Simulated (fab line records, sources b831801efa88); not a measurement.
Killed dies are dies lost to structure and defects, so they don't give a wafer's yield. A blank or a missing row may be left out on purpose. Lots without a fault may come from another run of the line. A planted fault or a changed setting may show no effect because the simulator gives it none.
A struck lot beside a sound one | flow sky130 | 36 steps out of a route of 708
Sound: wafers L804.1, L804.2, L804.3. Struck: wafers L808.1, L808.3, L808.6. The cause comes at the end.
At each step with rows: each side's tool, then ch and its chambers, then its first start. Under that, the readings that differ: sound wafers | struck wafers | difference of the means | sigmas: that difference in standard deviations of wafers without a fault.
alike: readings whose means differ by less than 2 such deviations, and words and numbers that are the same on both sides. not compared: withheld readings, readings that some wafer has no value for, bounds like >300 that may hide the same value, and numbers for which the record gives no deviation and whose values overlap.
The two part at a step that has a row with sigmas, a row that says differs or no value, or rows on one side only. Numbers that don't overlap but have no deviation are shown without sigmas and don't part them. A reading that every wafer of one side lacks parts them only if that side has two wafers or more.

first, 10 steps without rows for these wafers: SKY_GATE_OXIDE_COAT_05 (resist thk 1140 nm); SKY_GATE_OXIDE_SOFTBAKE_06 (time 60 s); SKY_GATE_OXIDE_EXPOSE_07 (exposes mask LVOM, target cd 600 nm); SKY_GATE_OXIDE_PEB_08; SKY_GATE_OXIDE_DEVELOP_09 (develop time 60 s); SKY_GATE_OXIDE_IMPLANT_11; SKY_GATE_OXIDE_WET_ETCH_12 (etches SiO2 in dHF, target depth 16.8 nm, time 336 s); SKY_GATE_OXIDE_STRIP_13 (strips in O2/N2); SKY_GATE_OXIDE_CLEAN_15 (cleans in SC1/SC2, time 150 s); SKY_GATE_OXIDE_OXIDATION_16 (stabilise 600 s, purge 300 s, target thk 3.57 nm).
SKY_POLY_GATE_CVD_00: deposits poly-Si, target thk 180 nm, time 720 s.
  sound on lpcvd-01 ch 1, day 17 00:43; struck on lpcvd-01 ch 0, day 18 05:47
  reading                                       | sound             | struck            | difference | sigmas
  pressure_mtorr (mTorr)                        | 199.3 199.6 199.9 | 99.6 100.4 100.0  | -99.6      | -99 or more
  model.poly-Si_of_POLY_GATE_CVD_00.thk_nm (nm) | 179.2 181.3 180.2 | 127.1 126.1 129.4 | -52.7      |
  alike: spike_tc_lower_C, spike_tc_top_C
SKY_POLY_GATE_THK_MEAS_01:
  sound on film_metro-02, day 17 01:55; struck on film_metro-02, day 18 06:59
  reading                   | sound             | struck            | difference | sigmas
  POLY_GATE_CVD_00_THK (nm) | 179.2 181.3 180.2 | 127.2 126.0 129.3 | -52.7      | -31
then, 9 steps without rows for these wafers: SKY_RES_PROTECT_DEHYDRATE_00 (time 60 s); SKY_RES_PROTECT_HMDS_01 (prime time 60 s); SKY_RES_PROTECT_COAT_02 (resist thk 1140 nm); SKY_RES_PROTECT_SOFTBAKE_03 (time 60 s); SKY_RES_PROTECT_EXPOSE_04 (exposes mask RPM, target cd 1270 nm); SKY_RES_PROTECT_PEB_05; SKY_RES_PROTECT_DEVELOP_06 (develop time 60 s); SKY_POLY_GATE_IMPLANT_02; SKY_RES_PROTECT_STRIP_07 (strips in O2/N2).
SKY_RES_PROTECT_CLEAN_09: cleans in SC1/SC2, time 150 s.
  sound on wet_bench-02 ch 2, day 18 07:09; struck on wet_bench-01 ch 2, day 19 13:51
  reading                                       | sound             | struck            | difference | sigmas
  model.poly-Si_of_POLY_GATE_CVD_00.thk_nm (nm) | 178.6 180.6 179.6 | 126.5 125.5 128.8 | -52.7      |
then, 11 steps without rows for these wafers: SKY_POLY_GATE_CVD_03 (deposits Si3N4 from DCS/NH3, target thk 75 nm, time 1290 s); SKY_POLY_GATE_DEHYDRATE_05 (time 60 s); SKY_POLY_GATE_HMDS_06 (prime time 60 s); SKY_POLY_GATE_COAT_07 (resist thk 110 nm); SKY_POLY_GATE_COAT_08 (resist thk 450 nm); SKY_POLY_GATE_SOFTBAKE_09 (time 90 s); SKY_POLY_GATE_EXPOSE_10 (exposes mask P1M, target cd 150 nm); SKY_POLY_GATE_PEB_11; SKY_POLY_GATE_DEVELOP_12 (develop time 60 s); SKY_POLY_GATE_ETCH_15 (etches BARC in N2/H2, stops on SiO2, time 118.5 s, target depth 110 nm); SKY_POLY_GATE_ETCH_16 (etches Si3N4 in CH3F/O2, stops on poly-Si, time 147.5 s, target depth 75 nm).
SKY_POLY_GATE_ETCH_17: etches poly-Si in HBr/Cl2, stops on SiO2, target depth 180 nm, time 70.5 s.
  sound on rie_si-02 ch 0,1,2, day 19 15:44; struck on rie_si-02 ch 1,2, day 20 21:59
  reading                               | sound             | struck            | difference | sigmas
  oes_product_au (a.u.)                 | 0.967 0.972 0.986 | 0.789 0.776 0.784 | -0.192     | -17
  model.POLY_GATE.feature_depth_nm (nm) | 171.8 173.9 179.3 | 126.5 125.5 128.8 | -48.1      |
  model.etch.depth_nm (nm)              | 171.8 173.9 179.3 | 126.5 125.5 128.8 | -48.1      |
  alike: drypump_motor_current_A, throttle_valve_pct
  not compared: rf_hours_counter_h
then, 1 step without rows for these wafers: SKY_POLY_GATE_STRIP_18 (strips in O2/N2).
-- the record jumps here: 28 days lie between the struck wafers' starts before and after (it left off in module POLY_GATE and takes up again in module PAD_OPEN, whose first step shown is number 708 of the route) --
SKY_PAD_OPEN_PROBE_99:
  sound on prober-02, day 48 02:01; struck on prober-02, day 48 22:57
  reading                              | sound             | struck            | difference | sigmas
  model.etest.res_xhigh_po.line_ohm_um | 5794 6234 5819    | 5072 5334 5343    | -699       |
  model.etest.res_high_po.line_ohm_um  | 754.4 769.4 737.7 | 933.9 962.2 954.7 | +196.4     |
  model.etest.res_poly.line_ohm_um     | 502.3 541.7 516.8 | 706.1 737.4 726.4 | +203.0     |
  model.etest.res_xhigh_po.rs_ohm_sq   | 2018 2152 2030    | 1746 1806 1819    | -276       |
  model.etest.tip_sonos.rs_ohm_sq      | 2720 2684 2672    | 2564 2600 2554    | -119       |
  model.etest.res_high_po.rs_ohm_sq    | 266.6 269.6 261.5 | 320.9 330.4 326.5 | +60.0      |
  model.etest.licon_high_po.rc_ohm     | 366.1 375.3 363.3 | 309 314.4 310.6   | -57        |
  model.etest.res_poly.rs_ohm_sq       | 48.54 49.36 48.49 | 63.14 64.78 63.75 | +15.09     |
  alike: killed_at_M0_to_M3, killed_at_M4_up, killed_at_contacts, killed_at_front_end, killed_at_other, killed_dies, killed_open, killed_short

WHERE THEY PART
First at SKY_POLY_GATE_CVD_00; last, within this record, at SKY_POLY_GATE_ETCH_17. Later steps at which nothing parts them and some readings are alike: SKY_PAD_OPEN_PROBE_99.

WHY: what the simulator had put in
Process parameter drift: lpcvd-01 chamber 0, from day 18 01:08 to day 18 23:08, at SKY_POLY_GATE_CVD_00. Setting pressure_mtorr, moved by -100, from 200.
